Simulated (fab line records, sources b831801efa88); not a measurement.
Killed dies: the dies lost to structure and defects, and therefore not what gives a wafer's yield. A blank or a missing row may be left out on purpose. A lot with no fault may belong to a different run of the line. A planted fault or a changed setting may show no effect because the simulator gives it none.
fab line records + flow gf180mcu + part 2 of 2: steps 36 to 49 of 49
[record]
- lots = 5
- wafers = 15
- last_day = 32
route steps=602 shown HV_LDD@208 NSD@235 PSD@248
lots that met no fault: from a run of the same line without faults
start_h: hours from the record's first day to the start of the lot's first wafer shown + wait_h: time in hours since the lot's previous step + " repeats the value in the row above + L1.1+2: one row covering several wafers at once + - either no value or no given start + * or withheld: withheld + < > ~ a bound
route shown NAME@n: NAME is a module with steps in the file, n the number in the route of the first one + usual: the fault-free wafers' mean and standard deviation + same: alike in all rows + chamber/n: place in a boat + sites: the reading at each site + _std_site: the values' standard deviation + _edge_site: the outer-site mean with the inner-site mean subtracted + radius_mm: how far each site lies from the wafer's centre + mask NAME#n: copy n + behind: the last tool/chamber to shape the wafer + hold: cause of the lot's hold/its duration in hours/its outcome + device: names the non-switching transistor (n, p or np) + end of line: tests of these same wafers at the route's end + step lacking rows: just its recipe + killed: count of dies lost to structure and defects at first sort (not the wafer's yield) + map: dies across one wafer; x = killed, . = not, _ = none there
set.NAME: setting as actually run; set.NAME@STEP: the setting as run at that earlier step + model.NAME: the simulator's own value behind a step, which no gauge read
a table for each step, a row for each wafer; lots at some steps of the route
services: from which hour (start_h, from the record's first day; less than 0 if before it) a tool's chamber was out of use, for how many hours, and why
[[steps]]
[step GF_NSD_IMPLANT_09]
[recipe]
- species = As
- energy_kev = 60.7
- dose_cm2 = 4e+15
- tilt_deg = 7
| lot.wafer  | tool         | chamber | start_h | wait_h |
|------------|--------------|---------|---------|--------|
| L077.2+4+5 | implanter-02 | 0       | 322.54  | 0.0    |
| L078.2+5+6 | implanter-03 | 0       | 325.84  | 0.0    |
| L079.3+4+5 | implanter-02 | 0       | 353.18  | 0.1    |
| L084.2+3+5 | implanter-03 | 0       | 381.30  | 0.0    |
| L087.1+5+6 | implanter-02 | 0       | 403.23  | 0.0    |
[step GF_NSD_IMPLANT_10]
[recipe]
- species = P
- energy_kev = 40
- dose_cm2 = 5e+14
- tilt_deg = 7
| lot.wafer  | tool         | chamber | start_h | wait_h |
|------------|--------------|---------|---------|--------|
| L077.2+4+5 | implanter-02 | 0       | 322.69  | 0.1    |
| L078.2+5+6 | implanter-03 | 0       | 325.99  | 0.1    |
| L079.3+4+5 | implanter-02 | 0       | 353.33  | 0.1    |
| L084.2+3+5 | implanter-03 | 0       | 381.45  | 0.1    |
| L087.1+5+6 | implanter-02 | 0       | 403.38  | 0.1    |
[step GF_NSD_STRIP_11]
[recipe]
- chemistry = O2/N2
- power_w = 1400
- pressure_mtorr = 1500
- platen_temp_c = 250
- o2_flow_sccm = 3000
- n2_flow_sccm = 300
- overash_fraction = 0.5
[usual]
- drypump_motor_current_A = 5.9/0.52
- heater_power_w = 370/46
- oes_product_au = 0.486/0.0042
- strip_time_to_endpoint_s = 23.04/0.043
| lot.wafer | tool            | chamber | start_h | wait_h | drypump_motor_current_A | heater_power_w | oes_product_au | rf_hours_counter_h | strip_time_to_endpoint_s |
|-----------|-----------------|---------|---------|--------|-------------------------|----------------|----------------|--------------------|--------------------------|
| L077.2    | plasma_asher-02 | 1       | 322.81  | 0.1    | 6.2                     | 454            | 0.486          | 20                 | 23.07                    |
| L077.4    | "               | 0       | "       | "      | 6.3                     | 364            | 0.490          | -                  | 23.10                    |
| L077.5    | "               | 1       | "       | "      | 6.2                     | 450            | 0.488          | -                  | 23.05                    |
| L078.2    | plasma_asher-01 | 0       | 326.11  | 0.1    | 5.7                     | 380            | 0.485          | 70                 | 23.02                    |
| L078.5    | "               | 1       | "       | "      | 6.1                     | 336            | 0.480          | -                  | 23.03                    |
| L078.6    | "               | 0       | "       | "      | 5.7                     | 370            | 0.488          | -                  | 23.04                    |
| L079.3    | plasma_asher-02 | 0       | 353.46  | 0.1    | 6.3                     | 378            | 0.482          | -                  | 23.03                    |
| L079.4    | "               | 1       | "       | "      | 6.2                     | 463            | 0.484          | -                  | 23.00                    |
| L079.5    | "               | 0       | "       | "      | 6.3                     | 380            | 0.487          | -                  | 23.04                    |
| L084.2    | plasma_asher-04 | 1       | 381.58  | 0.1    | 4.6                     | 341            | 0.480          | 63                 | 23.01                    |
| L084.3    | "               | 0       | "       | "      | 6.2                     | 327            | 0.481          | -                  | 22.99                    |
| L084.5    | "               | 1       | "       | "      | 4.6                     | 345            | 0.479          | -                  | 23.02                    |
| L087.1    | plasma_asher-02 | 1       | 403.53  | 0.1    | 6.2                     | 444            | 0.486          | 29                 | 22.98                    |
| L087.5    | "               | 0       | "       | "      | 6.3                     | 376            | 0.488          | -                  | 22.99                    |
| L087.6    | "               | 1       | "       | "      | 6.2                     | 450            | 0.485          | -                  | 23.02                    |
[step GF_NSD_TW_MEAS_12]
[usual]
- NSD_TW = 4265/31
| lot.wafer | tool          | chamber | start_h | wait_h | NSD_TW |
|-----------|---------------|---------|---------|--------|--------|
| L077.2    | film_metro-04 | -       | 322.92  | 0.1    | 4213   |
| L077.4    | "             | -       | "       | "      | 4213   |
| L077.5    | "             | -       | "       | "      | 4198   |
| L078.2    | film_metro-04 | -       | 326.22  | 0.1    | 4221   |
| L078.5    | "             | -       | "       | "      | 4245   |
| L078.6    | "             | -       | "       | "      | 4226   |
| L079.3    | film_metro-04 | -       | 353.55  | 0.1    | 4266   |
| L079.4    | "             | -       | "       | "      | 4236   |
| L079.5    | "             | -       | "       | "      | 4248   |
| L084.2    | film_metro-01 | -       | 381.69  | 0.1    | 4278   |
| L084.3    | "             | -       | "       | "      | 4272   |
| L084.5    | "             | -       | "       | "      | 4247   |
| L087.1    | film_metro-02 | -       | 403.63  | 0.1    | 4269   |
| L087.5    | "             | -       | "       | "      | 4310   |
| L087.6    | "             | -       | "       | "      | 4295   |
[step GF_PSD_DEHYDRATE_00]
[recipe]
- temp_c = 200
- time_s = 60
| lot.wafer  | tool           | chamber | start_h | wait_h |
|------------|----------------|---------|---------|--------|
| L077.2+4+5 | litho_track-04 | 0       | 333.01  | 10.1   |
| L078.2+5+6 | litho_track-04 | 0       | 335.61  | 9.4    |
| L079.3+4+5 | litho_track-01 | 0       | 363.07  | 9.5    |
| L084.2+3+5 | litho_track-02 | 0       | 392.62  | 10.9   |
| L087.1+5+6 | litho_track-01 | 0       | 414.12  | 10.5   |
[step GF_PSD_HMDS_01]
[recipe]
- prime_time_s = 60
- prime_temp_c = 120
[same]
- prime_time_s = 60
| lot.wafer  | tool           | chamber | start_h | wait_h |
|------------|----------------|---------|---------|--------|
| L077.2+4+5 | litho_track-04 | 0       | 333.16  | 0.1    |
| L078.2+5+6 | litho_track-04 | 0       | 335.76  | 0.1    |
| L079.3+4+5 | litho_track-01 | 0       | 363.22  | 0.1    |
| L084.2+3+5 | litho_track-02 | 0       | 392.77  | 0.1    |
| L087.1+5+6 | litho_track-01 | 0       | 414.27  | 0.1    |
[step GF_PSD_COAT_02]
[recipe]
- resist = NOVOLAK
- spin_rpm = 3000
- resist_thk_nm = 1000
| lot.wafer  | tool           | chamber | start_h | wait_h |
|------------|----------------|---------|---------|--------|
| L077.2+4+5 | litho_track-04 | 0       | 333.31  | 0.1    |
| L078.2+5+6 | litho_track-04 | 0       | 335.91  | 0.1    |
| L079.3+4+5 | litho_track-01 | 0       | 363.37  | 0.1    |
| L084.2+3+5 | litho_track-02 | 0       | 392.92  | 0.1    |
| L087.1+5+6 | litho_track-01 | 0       | 414.42  | 0.1    |
[step GF_PSD_SOFTBAKE_03]
[recipe]
- temp_c = 90
- time_s = 60
- resist = NOVOLAK
| lot.wafer  | tool           | chamber | start_h | wait_h |
|------------|----------------|---------|---------|--------|
| L077.2+4+5 | litho_track-04 | 0       | 333.46  | 0.1    |
| L078.2+5+6 | litho_track-04 | 0       | 336.06  | 0.1    |
| L079.3+4+5 | litho_track-01 | 0       | 363.52  | 0.1    |
| L084.2+3+5 | litho_track-02 | 0       | 393.07  | 0.1    |
| L087.1+5+6 | litho_track-01 | 0       | 414.57  | 0.1    |
[step GF_PSD_EXPOSE_04]
[recipe]
- mask_id = Pplus
- target_cd_nm = 400
- na = 0.6
- source_shape = conventional
- sigma_outer = 0.6
- dose_mj = 140
| lot.wafer  | tool             | chamber | start_h | wait_h | mask    |
|------------|------------------|---------|---------|--------|---------|
| L077.2+4+5 | iline_stepper-01 | 0       | -       | -      | Pplus#0 |
| L078.2+5+6 | iline_stepper-02 | 0       | -       | -      | Pplus#0 |
| L079.3+4+5 | iline_stepper-02 | 0       | -       | -      | Pplus#0 |
| L084.2+3+5 | iline_stepper-02 | 0       | -       | -      | Pplus#0 |
| L087.1+5+6 | iline_stepper-01 | 0       | -       | -      | Pplus#0 |
[step GF_PSD_PEB_05]
[recipe]
- temp_c = withheld
- time_s = *
- resist = NOVOLAK
| lot.wafer  | tool           | chamber | start_h | wait_h |
|------------|----------------|---------|---------|--------|
| L077.2+4+5 | litho_track-04 | 0       | -       | -      |
| L078.2+5+6 | litho_track-01 | 0       | -       | -      |
| L079.3+4+5 | litho_track-01 | 0       | -       | -      |
| L084.2+3+5 | litho_track-04 | 0       | -       | -      |
| L087.1+5+6 | litho_track-01 | 0       | -       | -      |
[step GF_PSD_DEVELOP_06]
[recipe]
- develop_time_s = 60
- dev_temp_c = 23
| lot.wafer  | tool           | chamber | start_h | wait_h |
|------------|----------------|---------|---------|--------|
| L077.2+4+5 | litho_track-04 | 0       | 343.81  | 0.1    |
| L078.2+5+6 | litho_track-01 | 0       | 347.10  | 0.1    |
| L079.3+4+5 | litho_track-01 | 0       | 375.22  | 0.1    |
| L084.2+3+5 | litho_track-04 | 0       | 404.61  | 0.1    |
| L087.1+5+6 | litho_track-01 | 0       | 426.97  | 0.1    |
[step GF_PSD_CD_MEAS_07]
[recipe]
- target_cd_nm = 400
[usual]
- cd_nm = 399.7/2
| lot.wafer | tool      | chamber | start_h | wait_h | cd_nm |
|-----------|-----------|---------|---------|--------|-------|
| L077.2    | cd_sem-02 | -       | 343.96  | 0.1    | 396.8 |
| L077.4    | "         | -       | "       | "      | 400.0 |
| L077.5    | "         | -       | "       | "      | 398.7 |
| L078.2    | cd_sem-02 | -       | 347.24  | 0.1    | 399.6 |
| L078.5    | "         | -       | "       | "      | 398.7 |
| L078.6    | "         | -       | "       | "      | 398.1 |
| L079.3    | cd_sem-01 | -       | 375.36  | 0.1    | 400.6 |
| L079.4    | "         | -       | "       | "      | 401.9 |
| L079.5    | "         | -       | "       | "      | 401.9 |
| L084.2    | cd_sem-02 | -       | 404.76  | 0.1    | 401.8 |
| L084.3    | "         | -       | "       | "      | 400.0 |
| L084.5    | "         | -       | "       | "      | 399.4 |
| L087.1    | cd_sem-01 | -       | 427.12  | 0.1    | 401.6 |
| L087.5    | "         | -       | "       | "      | 401.2 |
| L087.6    | "         | -       | "       | "      | 400.9 |
[step GF_PSD_OVL_MEAS_08]
[usual]
- PSD_OVL = -0.2/1.6
| lot.wafer | tool       | chamber | start_h | wait_h | PSD_OVL[nm] |
|-----------|------------|---------|---------|--------|-------------|
| L077.2    | overlay-02 | -       | 344.06  | 0.1    | 1.4         |
| L077.4    | "          | -       | "       | "      | 0.7         |
| L077.5    | "          | -       | "       | "      | 1.5         |
| L078.2    | overlay-01 | -       | 347.35  | 0.1    | -1.0        |
| L078.5    | "          | -       | "       | "      | 0.2         |
| L078.6    | "          | -       | "       | "      | -0.2        |
| L079.3    | overlay-01 | -       | 375.46  | 0.1    | -0.1        |
| L079.4    | "          | -       | "       | "      | -0.3        |
| L079.5    | "          | -       | "       | "      | 0.3         |
| L084.2    | overlay-01 | -       | 404.86  | 0.1    | -2.3        |
| L084.3    | "          | -       | "       | "      | -2.8        |
| L084.5    | "          | -       | "       | "      | -0.4        |
| L087.1    | overlay-01 | -       | 427.24  | 0.1    | -1.3        |
| L087.5    | "          | -       | "       | "      | -1.9        |
| L087.6    | "          | -       | "       | "      | 0.4         |
[step GF_PSD_IMPLANT_09]
[recipe]
- species = BF2
- energy_kev = 40
- dose_cm2 = 1.5e+15
- tilt_deg = 7
| lot.wafer  | tool         | chamber | start_h | wait_h |
|------------|--------------|---------|---------|--------|
| L077.2+4+5 | implanter-02 | 0       | 344.12  | 0.0    |
| L078.2+5+6 | implanter-03 | 0       | 347.41  | 0.0    |
| L079.3+4+5 | implanter-03 | 0       | 375.53  | 0.1    |
| L084.2+3+5 | implanter-01 | 0       | 404.92  | 0.0    |
| L087.1+5+6 | implanter-01 | 0       | 427.28  | 0.0    |
[[services]]
| tool             | chamber | start_h | hours | kind   |
|------------------|---------|---------|-------|--------|
| implanter-01     | -       | 259.32  | 1.5   | repair |
| iline_stepper-02 | -       | 262.70  | 6.5   | repair |
| iline_stepper-02 | -       | 269.67  | 2.1   | pm     |
| implanter-03     | -       | 272.33  | 3.4   | repair |
| plasma_asher-02  | -       | 272.36  | 0.8   | repair |
| rie_diel-01      | 0       | 273.51  | 7.8   | repair |
| iline_stepper-01 | -       | 281.90  | 4.8   | repair |
| implanter-02     | -       | 281.91  | 2.0   | repair |
| implanter-01     | -       | 288.23  | 4.2   | pm     |
| iline_stepper-01 | -       | 294.86  | 5.3   | repair |
| iline_stepper-02 | -       | 298.95  | 22.1  | repair |
| iline_stepper-02 | -       | 321.06  | 1.7   | pm     |
| implanter-01     | -       | 328.12  | 4.1   | repair |
| implanter-03     | -       | 330.93  | 1.6   | repair |
| plasma_asher-01  | -       | 338.93  | 2.7   | repair |
| iline_stepper-02 | -       | 339.18  | 14.8  | repair |
| iline_stepper-01 | -       | 354.01  | 8.9   | pm     |
| implanter-03     | -       | 354.87  | 2.4   | repair |
| plasma_asher-03  | -       | 362.87  | 14.6  | pm     |
| iline_stepper-01 | -       | 363.47  | 2.2   | repair |
| implanter-04     | -       | 382.58  | 0.5   | repair |
| iline_stepper-01 | -       | 405.29  | 1.7   | pm     |
| implanter-03     | -       | 413.03  | 4.5   | repair |
| plasma_asher-01  | -       | 421.25  | 9.0   | pm     |
